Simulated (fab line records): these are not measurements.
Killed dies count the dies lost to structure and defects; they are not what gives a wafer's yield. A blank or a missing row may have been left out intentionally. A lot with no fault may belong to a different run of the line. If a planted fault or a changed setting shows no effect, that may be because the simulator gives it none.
Which tool did it? | flow gf180mcu | 38 wafers from 13 lots sampled at 5 of the route's 602 steps

## WHAT EACH GAUGE READ, for each wafer
GF_SAB_CD_MEAS_09 targets a cd of 420 nm. Usual: cd-nm 420.5 nm, standard deviation 2.4.
lot  | measured     | on        | cd-nm (nm)                          | flag
L474 | day 15 04:55 | cd-sem-02 | 426.0 425.1                         |
L475 | day 15 13:01 | cd-sem-01 | 414.0 417.8 417.2                   |
L476 | day 16 00:03 | cd-sem-01 | 422.7 422.6 423.4                   |
L477 | day 16 04:56 | cd-sem-02 | 424.0 422.8 424.4                   |
L478 | day 16 13:19 | cd-sem-02 | 419.5 418.0 419.0                   |
L479 | day 16 22:34 | cd-sem-01 | 417.9 420.0 417.8                   |
L484 | day 18 20:28 | cd-sem-01 | 421.7 420.8 419.2                   |
L485 | day 19 07:22 | cd-sem-02 | 422.9 425.8 423.7                   |
L489 | day 20 09:13 | cd-sem-01 | 419.9 419.6 416.4                   |
L490 | day 20 14:28 | cd-sem-02 | 420.9 419.6 418.6                   |
L492 | day 21 13:38 | cd-sem-01 | 411.5 409.7 408.2 411.7 410.4 408.3 | OFF
L493 | day 21 20:43 | cd-sem-01 | 412.8 412.6 412.7                   | OFF
L497 | day 23 03:57 | cd-sem-01 | 421.1 418.7 420.6                   |

GF_CONTACT_THK_MEAS_26: measures by xrf. Usual: CONTACT_W_THK 309 nm, standard deviation 6.1.
lot  | measured     | on            | CONTACT_W_THK (nm) | flag
L474 | day 16 05:18 | film-metro-03 | 313 312            |
L475 | day 16 14:00 | film-metro-01 | 301 301 312        |
L476 | day 17 01:19 | film-metro-01 | 307 308 311        |
L477 | day 17 06:06 | film-metro-01 | 303 303 304        |
L478 | day 17 14:17 | film-metro-03 | 314 324 315        |
L479 | day 17 22:51 | film-metro-03 | 306 305 315        |
L484 | day 19 23:45 | film-metro-02 | 304 298 300        |
L485 | day 20 11:08 | film-metro-02 | 309 307 308        |
L489 | day 21 12:23 | film-metro-02 | 306 313 306        |
L490 | day 21 17:08 | film-metro-02 | 313 314 309        |
L492 | day 22 15:52 | film-metro-01 | 301 303 308        |
L493 | day 22 22:42 | film-metro-02 | 305 298 303        |
L497 | day 24 04:55 | film-metro-03 | 307 307 316        |

## WHAT TOOL EACH LOT RAN ON (gives the tool, then ch and the chambers of the sampled wafers, and finally the start)
lot  | GF_POLY_GATE_STRIP_14                | GF_PSD_STRIP_10                      | GF_SAB_DEVELOP_08
L474 | plasma-asher-04 ch 0,1, day 9 07:16  | plasma-asher-02 ch 0,1, day 14 07:38 | litho-track-04 ch 0, day 15 04:46
L475 | plasma-asher-04 ch 0,1, day 9 13:25  | plasma-asher-02 ch 0,1, day 14 15:14 | litho-track-02 ch 0, day 15 12:47
L476 | plasma-asher-04 ch 0,1, day 9 19:45  | plasma-asher-01 ch 0,1, day 15 01:46 | litho-track-04 ch 0, day 15 23:55
L477 | plasma-asher-03 ch 0,1, day 10 01:07 | plasma-asher-01 ch 0,1, day 15 06:23 | litho-track-02 ch 0, day 16 04:47
L478 | plasma-asher-04 ch 0,1, day 10 11:43 | plasma-asher-01 ch 0,1, day 15 14:47 | litho-track-04 ch 0, day 16 13:10
L479 | plasma-asher-01 ch 0,1, day 10 17:22 | plasma-asher-01 ch 0,1, day 15 23:37 | litho-track-04 ch 0, day 16 22:25
L484 | plasma-asher-01 ch 0,1, day 12 06:34 | plasma-asher-02 ch 0,1, day 17 20:07 | litho-track-02 ch 0, day 18 20:20
L485 | plasma-asher-04 ch 0,1, day 12 14:22 | plasma-asher-02 ch 0,1, day 18 06:55 | litho-track-04 ch 0, day 19 07:13
L489 | plasma-asher-03 ch 0,1, day 13 14:25 | plasma-asher-02 ch 0,1, day 19 09:10 | litho-track-01 ch 0, day 20 09:04
L490 | plasma-asher-04 ch 0, day 13 21:13   | plasma-asher-02 ch 0,1, day 19 14:41 | litho-track-02 ch 0, day 20 14:20
L492 | plasma-asher-04 ch 0,1, day 14 15:28 | plasma-asher-04 ch 0,1, day 20 13:16 | litho-track-04 ch 0, day 21 13:29
L493 | plasma-asher-01 ch 0,1, day 14 21:10 | plasma-asher-01 ch 0,1, day 20 20:47 | litho-track-04 ch 0, day 21 20:34
L497 | plasma-asher-04 ch 0,1, day 16 01:36 | plasma-asher-02 ch 0,1, day 22 04:05 | litho-track-01 ch 0, day 23 03:49
- GF_POLY_GATE_STRIP_14: strips in O2/N2.
- GF_PSD_STRIP_10: strips in O2/N2.
- GF_SAB_DEVELOP_08: develop time 60 s.

## AS READ BY THE TOOLS THEMSELVES (means over the sampled wafers that have a number; for cases with no such wafer, the mark the record gives instead)
GF_POLY_GATE_STRIP_14. Usual: drypump-motor-current-A 5.7 A, standard deviation 0.46; heater-power-w 312 W, standard deviation 41; oes-product-au 0.504 a.u., standard deviation 0.0045.
lot  | tool            | drypump-motor-current-A (A) | heater-power-w (W) | oes-product-au (a.u.) | flag
L474 | plasma-asher-04 | 5.4                         | 298                | 0.506                 |
L475 | plasma-asher-04 | 5.4                         | 314                | 0.505                 |
L476 | plasma-asher-04 | 5.3                         | 297                | 0.507                 |
L477 | plasma-asher-03 | 5.6                         | 313                | 0.505                 |
L478 | plasma-asher-04 | 5.4                         | 295                | 0.502                 |
L479 | plasma-asher-01 | 6.1                         | 306                | 0.501                 |
L484 | plasma-asher-01 | 6.0                         | 308                | 0.504                 |
L485 | plasma-asher-04 | 5.3                         | 296                | 0.506                 |
L489 | plasma-asher-03 | 5.8                         | 377                | 0.505                 |
L490 | plasma-asher-04 | 5.5                         | 327                | 0.504                 |
L492 | plasma-asher-04 | 5.4                         | 299                | 0.505                 |
L493 | plasma-asher-01 | 6.3                         | 307                | 0.503                 |
L497 | plasma-asher-04 | 5.4                         | 295                | 0.506                 |

GF_PSD_STRIP_10. Usual: drypump-motor-current-A 5.9 A, standard deviation 0.43; heater-power-w 325 W, standard deviation 27; oes-product-au 0.592 a.u., standard deviation 0.0044; strip-time-to-endpoint-s 16.52 s, standard deviation 0.034.
lot  | tool            | drypump-motor-current-A (A) | heater-power-w (W) | oes-product-au (a.u.) | strip-time-to-endpoint-s (s) | flag
L474 | plasma-asher-02 | 6.0                         | 357                | 0.589                 | 16.59                        |
L475 | plasma-asher-02 | 6.1                         | 351                | 0.588                 | 16.50                        |
L476 | plasma-asher-01 | 6.2                         | 305                | 0.590                 | 16.49                        |
L477 | plasma-asher-01 | 6.3                         | 307                | 0.591                 | 16.53                        |
L478 | plasma-asher-01 | 6.3                         | 305                | 0.595                 | 16.50                        |
L479 | plasma-asher-01 | 6.0                         | 307                | 0.585                 | 16.56                        |
L484 | plasma-asher-02 | 6.1                         | 353                | 0.593                 | 16.50                        |
L485 | plasma-asher-02 | 5.9                         | 351                | 0.592                 | 16.50                        |
L489 | plasma-asher-02 | 5.9                         | 353                | 0.594                 | 16.56                        |
L490 | plasma-asher-02 | 6.1                         | 353                | 0.593                 | 16.50                        |
L492 | plasma-asher-04 | 5.4                         | 308                | 0.597                 | 16.57                        |
L493 | plasma-asher-01 | 6.3                         | 310                | 0.595                 | 16.53                        |
L497 | plasma-asher-02 | 6.1                         | 355                | 0.592                 | 16.54                        |

GF_SAB_DEVELOP_08. Usual: developer-temp-C 23.01 C, standard deviation 0.097.
lot  | tool           | developer-temp-C (C) | flag
L474 | litho-track-04 | 23.04                |
L475 | litho-track-02 | 22.94                |
L476 | litho-track-04 | 23.07                |
L477 | litho-track-02 | 23.06                |
L478 | litho-track-04 | 23.01                |
L479 | litho-track-04 | 22.99                |
L484 | litho-track-02 | 22.94                |
L485 | litho-track-04 | 22.96                |
L489 | litho-track-01 | 22.98                |
L490 | litho-track-02 | 23.05                |
L492 | litho-track-04 | 20.73                | OFF
L493 | litho-track-04 | 20.78                | OFF
L497 | litho-track-01 | 23.06                |

## THE ANSWER, worked out from the rows above alone
Rule: lot off if the mean of its wafers having a number is beyond 3 standard deviations from the usual mean. Also off: a lot with no number at a reading for which 4 or more lots have one. Any other lot the step has rows for is counted as sound. First the gauges in route order, then the tools' own readings, where a lot's mean is used as printed above. The first step at which some lot is off is used, and at that step the reading that is off furthest; a lot without a number counts as furthest.
Off: L492, L493, at GF_SAB_CD_MEAS_09 (cd-nm).
A tool fits if, at a process step before that reading, it ran every lot that is off, and no sound lot after the first of them. The gauges at GF_SAB_CD_MEAS_09 aren't tried: what is off there is off at GF_SAB_DEVELOP_08 too, on other tools, and a gauge's error can't cause that. One fits: GF_SAB_DEVELOP_08 on litho-track-04. A fault onset in the window from L485 (day 19 07:13, its last sound lot) to L492 (day 21 13:29, its first lot off) fits.
On the lots that are off, the tool's own readings at GF_SAB_DEVELOP_08 differ by more than 5 times the standard deviation of the sound lots' means, which bears it out; developer-temp-C reads 20.76 C there versus 23.01 C on the sound lots.

## WHAT HAD BEEN PUT IN BY THE SIMULATOR
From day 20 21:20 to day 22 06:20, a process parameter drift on litho-track-04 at GF_SAB_DEVELOP_08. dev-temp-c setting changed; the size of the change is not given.
Struck lots among those shown: L492, L493. The same result came from the rule above.
